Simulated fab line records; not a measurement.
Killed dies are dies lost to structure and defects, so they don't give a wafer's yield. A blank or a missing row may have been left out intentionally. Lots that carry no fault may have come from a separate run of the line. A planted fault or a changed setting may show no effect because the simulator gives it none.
One fault through the eyes of 2 desks | flow sky130 | numbers are kept per desk, each desk with only its own; the story behind them comes last

## DESK OF THE TOOL OWNER: pecvd-03
The tool's own readings at SKY_CONTACT_CVD_00 (deposits Si3N4, target thk 75 nm): means of the sampled wafers that have a number, for each lot that ran on this tool. Any lot whose mean is over 4 standard deviations away from the usual mean is out of limits and marked OUT; that distance is given in the brackets.
Columns: A = heaterPowerW at SKY_CONTACT_CVD_00, usual 712 W; B = rfFwdPowerW at SKY_CONTACT_CVD_00, usual 443.9 W
lot  | first seen here | A   | B
L872 | day 30 13:32    | 757 | 442.5
L874 | day 31 06:11    | 684 | 440.8
L885 | day 34 22:38    | 708 | 446.9
L888 | day 35 22:44    | 666 | 442.9
This desk found nothing out of limits on any of the 4 lots.

## AT THE METROLOGY DESK
Means of the sampled wafers that have a number, per lot and without regard to the tool the lot ran on: this is what the gauges read. Any lot whose mean is over 4 standard deviations away from the usual mean is out of limits and marked OUT; that distance is given in the brackets.
Columns: A = cdNm at SKY_LOCAL_INTERCONNECT_CD_MEAS_11, usual 169.9 nm; B = LOCAL_INTERCONNECT_OVL at SKY_LOCAL_INTERCONNECT_OVL_MEAS_12, usual 2 nm; C = CONTACT_CVD_00_THK at SKY_CONTACT_THK_MEAS_01, usual 75.4 nm; D = CONTACT_HDPCVD_THK at SKY_CONTACT_THK_MEAS_03, usual 566 nm; E = CONTACT_BOW at SKY_CONTACT_BOW_MEAS_05, usual 83 um; F = cdNm at SKY_CONTACT_CD_MEAS_14, usual 170.5 nm; G = CONTACT_OVL at SKY_CONTACT_OVL_MEAS_15, usual -1 nm
lot  | first seen here | A     | B  | C              | D   | E  | F     | G
L872 | day 30 12:41    | 168.9 | 5  | 74.9           | 573 | 90 | 172.9 | -7
L874 | day 31 05:20    | 172.3 | -1 | 76.7           | 569 | 80 | 171.6 | -3
L884 | day 34 19:41    | 168.6 | 1  | 75.3           | 571 | 74 | 168.3 | 2
L885 | day 34 21:49    | 171.4 | 1  | 42.6 (-33) OUT | 569 | 77 | 170.1 | -2
L888 | day 35 21:55    | 171.0 | -2 | 41.1 (-34) OUT | 574 | 90 | 171.6 | -6
L892 | day 37 16:10    | 169.9 | -3 | 76.5           | 568 | 85 | 168.5 | -7
This desk's result: L885, L888 out of limits, first on L885 (CONTACT_CVD_00_THK at SKY_CONTACT_THK_MEAS_01), day 34 22:41. In limits: L872, L874, L884, L892.

## TAKEN TOGETHER
An alarm was possible from the metrology desk at day 34 22:41, on L885, L888.
The tool owner's desk saw nothing out of limits.
Tool owner's desk: L885, L888 on record, inside its limits.
Every lot named ran SKY_CONTACT_CVD_00 on pecvd-03.

## WHAT WAS PUT IN BY THE SIMULATOR
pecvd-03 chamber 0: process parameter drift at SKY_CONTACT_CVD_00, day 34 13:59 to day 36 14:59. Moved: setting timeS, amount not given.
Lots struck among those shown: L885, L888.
Time in hours between the start of the fault and the first out-of-limits reading at each desk: metrology desk, 9.
